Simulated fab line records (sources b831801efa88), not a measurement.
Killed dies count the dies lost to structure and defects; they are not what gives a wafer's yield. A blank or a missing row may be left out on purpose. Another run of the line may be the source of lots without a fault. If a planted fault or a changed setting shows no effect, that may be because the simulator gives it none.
Which tool is to blame? :: flow gf180mcu :: 13 lots with 39 wafers sampled at 5 steps, on a route of 602 steps

WHAT EACH GAUGE READ, for each wafer
GF_VT_IMPLANT_OVL_MEAS_29. Usual: for VT_IMPLANT_02_OVL the level is 0.0 nm and the standard deviation is 1.4.
lot: L732
measured: day 6 20:01
on: overlay-02
VT_IMPLANT_02_OVL (nm): 0.3 -1.4 -0.1
flag: 

lot: L734
measured: day 7 09:55
on: overlay-01
VT_IMPLANT_02_OVL (nm): -0.8 -0.7 -0.3
flag: 

lot: L737
measured: day 8 07:10
on: overlay-01
VT_IMPLANT_02_OVL (nm): -1.1 -1.2 -0.8
flag: 

lot: L739
measured: day 8 18:49
on: overlay-01
VT_IMPLANT_02_OVL (nm): 0.1 1.0 0.8
flag: 

lot: L741
measured: day 9 06:24
on: overlay-01
VT_IMPLANT_02_OVL (nm): 0.8 -1.1 -0.3
flag: 

lot: L743
measured: day 9 21:09
on: overlay-02
VT_IMPLANT_02_OVL (nm): -0.3 -1.8 -0.2
flag: 

lot: L745
measured: day 10 12:26
on: overlay-01
VT_IMPLANT_02_OVL (nm): 2.9 -0.5 -0.5
flag: 

lot: L748
measured: day 11 04:55
on: overlay-01
VT_IMPLANT_02_OVL (nm): 235.3 233.9 234.1
flag: OFF

lot: L750
measured: day 11 20:26
on: overlay-02
VT_IMPLANT_02_OVL (nm): 0.9 -1.1 -1.1
flag: 

lot: L751
measured: day 12 04:24
on: overlay-02
VT_IMPLANT_02_OVL (nm): 238.0 236.9 236.5
flag: OFF

lot: L752
measured: day 12 08:25
on: overlay-02
VT_IMPLANT_02_OVL (nm): 236.5 235.5 237.0
flag: OFF

lot: L753
measured: day 12 15:19
on: overlay-01
VT_IMPLANT_02_OVL (nm): 1.0 3.6 0.0
flag: 

lot: L754
measured: day 12 20:01
on: overlay-01
VT_IMPLANT_02_OVL (nm): 2.8 4.2 2.2
flag: 

GF_V1_OVL_MEAS_15. Usual: for V1_OVL the level is -2 nm and the standard deviation is 5.5.
lot: L732
measured: day 17 21:35
on: overlay-02
V1_OVL (nm): 6 1 4
flag: 

lot: L734
measured: day 18 21:08
on: overlay-01
V1_OVL (nm): 1 0 0
flag: 

lot: L737
measured: day 20 03:46
on: overlay-01
V1_OVL (nm): -1 -10 1
flag: 

lot: L739
measured: day 20 19:40
on: overlay-01
V1_OVL (nm): -9 -3 -8
flag: 

lot: L741
measured: day 21 13:38
on: overlay-02
V1_OVL (nm): -1 3 0
flag: 

lot: L743
measured: day 22 07:47
on: overlay-02
V1_OVL (nm): 0 -7 -9
flag: 

lot: L745
measured: day 23 04:38
on: overlay-01
V1_OVL (nm): -3 5 1
flag: 

lot: L748
measured: day 24 00:38
on: overlay-01
V1_OVL (nm): -6 2 -4
flag: 

lot: L750
measured: day 24 16:59
on: overlay-01
V1_OVL (nm): 5 4 -5
flag: 

lot: L751
measured: day 25 02:05
on: overlay-01
V1_OVL (nm): -9 3 5
flag: 

lot: L752
measured: day 25 08:47
on: overlay-01
V1_OVL (nm): 5 8 10
flag: 

lot: L753
measured: day 25 13:52
on: overlay-01
V1_OVL (nm): 3 3 6
flag: 

lot: L754
measured: day 25 18:52
on: overlay-01
V1_OVL (nm): 3 -10 -13
flag: 

GF_M4_RS_MEAS_05: measurement is done with a four-point probe. Usual: for M4_ALCU_RS the level is 0.0694 ohm/sq and the standard deviation is 0.00059.
lot: L732
measured: day 22 05:06
on: film metro-02
M4_ALCU_RS (ohm/sq): 0.0703 0.0701 0.0703
flag: 

lot: L734
measured: day 23 03:33
on: film metro-03
M4_ALCU_RS (ohm/sq): 0.0696 0.0694 0.0695
flag: 

lot: L737
measured: day 24 07:13
on: film metro-02
M4_ALCU_RS (ohm/sq): 0.0687 0.0698 0.0686
flag: 

lot: L739
measured: day 24 23:58
on: film metro-01
M4_ALCU_RS (ohm/sq): 0.0690 0.0686 0.0692
flag: 

lot: L741
measured: day 25 15:31
on: film metro-01
M4_ALCU_RS (ohm/sq): 0.0695 0.0695 0.0691
flag: 

lot: L743
measured: day 26 09:53
on: film metro-03
M4_ALCU_RS (ohm/sq): 0.0693 0.0692 0.0689
flag: 

lot: L745
measured: day 27 02:57
on: film metro-03
M4_ALCU_RS (ohm/sq): 0.0691 0.0695 0.0698
flag: 

lot: L748
measured: day 27 21:47
on: film metro-03
M4_ALCU_RS (ohm/sq): 0.0690 0.0693 0.0698
flag: 

lot: L750
measured: day 28 12:20
on: film metro-03
M4_ALCU_RS (ohm/sq): 0.0697 0.0700 0.0696
flag: 

lot: L751
measured: day 28 19:30
on: film metro-02
M4_ALCU_RS (ohm/sq): 0.0712 0.0698 0.0706
flag: 

lot: L752
measured: day 29 01:41
on: film metro-02
M4_ALCU_RS (ohm/sq): 0.0688 0.0687 0.0687
flag: 

lot: L753
measured: day 29 06:16
on: film metro-02
M4_ALCU_RS (ohm/sq): 0.0694 0.0695 0.0696
flag: 

lot: L754
measured: day 29 11:17
on: film metro-02
M4_ALCU_RS (ohm/sq): 0.0688 0.0691 0.0690
flag: 

EACH LOT AND THE TOOL THAT RAN IT (in order: tool; ch and the chambers of the sampled wafers; start)
lot: L732
GF_VT_IMPLANT_EXPOSE_26: iline stepper-02 ch 0, day 6 12:55
GF_M3_SPUTTER_04: pvd sputter-03, day 20 01:56

lot: L734
GF_VT_IMPLANT_EXPOSE_26: iline stepper-02 ch 0, day 7 02:23
GF_M3_SPUTTER_04: pvd sputter-04, day 21 01:14

lot: L737
GF_VT_IMPLANT_EXPOSE_26: iline stepper-02 ch 0, day 7 23:02
GF_M3_SPUTTER_04: pvd sputter-04, day 22 06:40

lot: L739
GF_VT_IMPLANT_EXPOSE_26: iline stepper-01 ch 0, day 8 11:13
GF_M3_SPUTTER_04: pvd sputter-04, day 22 23:20

lot: L741
GF_VT_IMPLANT_EXPOSE_26: iline stepper-02 ch 0, day 8 21:30
GF_M3_SPUTTER_04: pvd sputter-01, day 23 17:14

lot: L743
GF_VT_IMPLANT_EXPOSE_26: iline stepper-01 ch 0, day 9 12:54
GF_M3_SPUTTER_04: pvd sputter-01, day 24 11:04

lot: L745
GF_VT_IMPLANT_EXPOSE_26: iline stepper-01 ch 0, day 10 03:31
GF_M3_SPUTTER_04: pvd sputter-04, day 25 05:38

lot: L748
GF_VT_IMPLANT_EXPOSE_26: iline stepper-02 ch 0, day 10 19:39
GF_M3_SPUTTER_04: pvd sputter-01, day 26 01:35

lot: L750
GF_VT_IMPLANT_EXPOSE_26: iline stepper-01 ch 0, day 11 10:52
GF_M3_SPUTTER_04: pvd sputter-03, day 26 16:57

lot: L751
GF_VT_IMPLANT_EXPOSE_26: iline stepper-02 ch 0, day 11 19:14
GF_M3_SPUTTER_04: pvd sputter-03, day 27 00:50

lot: L752
GF_VT_IMPLANT_EXPOSE_26: iline stepper-02 ch 0, day 11 22:50
GF_M3_SPUTTER_04: pvd sputter-03, day 27 07:26

lot: L753
GF_VT_IMPLANT_EXPOSE_26: iline stepper-01 ch 0, day 12 05:44
GF_M3_SPUTTER_04: pvd sputter-01, day 27 12:05

lot: L754
GF_VT_IMPLANT_EXPOSE_26: iline stepper-01 ch 0, day 12 10:35
GF_M3_SPUTTER_04: pvd sputter-03, day 27 17:04
- GF_VT_IMPLANT_EXPOSE_26: exposes mask LVPWELL HV AREA, target cd 860 nm.
- GF_M3_SPUTTER_04: material TiN, target thk 50 nm, time 41.7 s.

AS READ BY THE TOOLS THEMSELVES (means over the sampled wafers that have a number; for cases with no such wafer, the mark the record gives instead)
GF_VT_IMPLANT_EXPOSE_26. Usual: focus offset nm reads 0.0 nm (standard deviation 0.53).
lot: L732
tool: iline stepper-02
focus offset nm (nm): 0.1
flag: 

lot: L734
tool: iline stepper-02
focus offset nm (nm): -0.2
flag: 

lot: L737
tool: iline stepper-02
focus offset nm (nm): 0.6
flag: 

lot: L739
tool: iline stepper-01
focus offset nm (nm): 0.1
flag: 

lot: L741
tool: iline stepper-02
focus offset nm (nm): 0.1
flag: 

lot: L743
tool: iline stepper-01
focus offset nm (nm): -0.1
flag: 

lot: L745
tool: iline stepper-01
focus offset nm (nm): -0.5
flag: 

lot: L748
tool: iline stepper-02
focus offset nm (nm): -0.1
flag: 

lot: L750
tool: iline stepper-01
focus offset nm (nm): -0.4
flag: 

lot: L751
tool: iline stepper-02
focus offset nm (nm): -0.3
flag: 

lot: L752
tool: iline stepper-02
focus offset nm (nm): 0.3
flag: 

lot: L753
tool: iline stepper-01
focus offset nm (nm): 0.2
flag: 

lot: L754
tool: iline stepper-01
focus offset nm (nm): 0.3
flag: 

GF_M3_SPUTTER_04. Usual: throttle valve pct reads 29.6 % (standard deviation 1).
lot: L732
tool: pvd sputter-03
throttle valve pct (%): 28.9
flag: 

lot: L734
tool: pvd sputter-04
throttle valve pct (%): 30.6
flag: 

lot: L737
tool: pvd sputter-04
throttle valve pct (%): 30.6
flag: 

lot: L739
tool: pvd sputter-04
throttle valve pct (%): 30.8
flag: 

lot: L741
tool: pvd sputter-01
throttle valve pct (%): 29.4
flag: 

lot: L743
tool: pvd sputter-01
throttle valve pct (%): 29.9
flag: 

lot: L745
tool: pvd sputter-04
throttle valve pct (%): 30.5
flag: 

lot: L748
tool: pvd sputter-01
throttle valve pct (%): 30.4
flag: 

lot: L750
tool: pvd sputter-03
throttle valve pct (%): 28.8
flag: 

lot: L751
tool: pvd sputter-03
throttle valve pct (%): 28.9
flag: 

lot: L752
tool: pvd sputter-03
throttle valve pct (%): 29.1
flag: 

lot: L753
tool: pvd sputter-01
throttle valve pct (%): 30.2
flag: 

lot: L754
tool: pvd sputter-03
throttle valve pct (%): 28.8
flag: 

THE ANSWER, worked out from the rows above alone
Rule: take the mean of a lot's wafers that have a number; if it is more than 3 standard deviations from the usual mean, the lot is off. A lot without any number at a reading at which 4 lots or more have one is off too. Any other lot the step has rows for is counted as sound. Order of review: gauges by route order, followed by the tools' own readings, for which a lot's mean as printed above is used. The first step at which some lot is off is used, and at that step the reading that is off furthest; a lot without a number counts as furthest.
Off: at GF_VT_IMPLANT_OVL_MEAS_29 (VT_IMPLANT_02_OVL), L748, L751, L752.
If a tool, at a process step before that reading, ran all the lots that are off and no sound lot after the first of them, it fits. The gauges at GF_VT_IMPLANT_OVL_MEAS_29 are tried like those tools. One fits: GF_VT_IMPLANT_EXPOSE_26 on iline stepper-02. A fault onset in the window from L741 (day 8 21:30, its last sound lot) to L748 (day 10 19:39, its first lot off) fits.

WHAT THE SIMULATOR HAD PUT IN
Scanner matching overlay: iline stepper-02, from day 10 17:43 on, at GF_VT_IMPLANT_EXPOSE_26. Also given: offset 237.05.
Lots struck among those shown: L748, L751, L752. The rule given above showed the same thing.
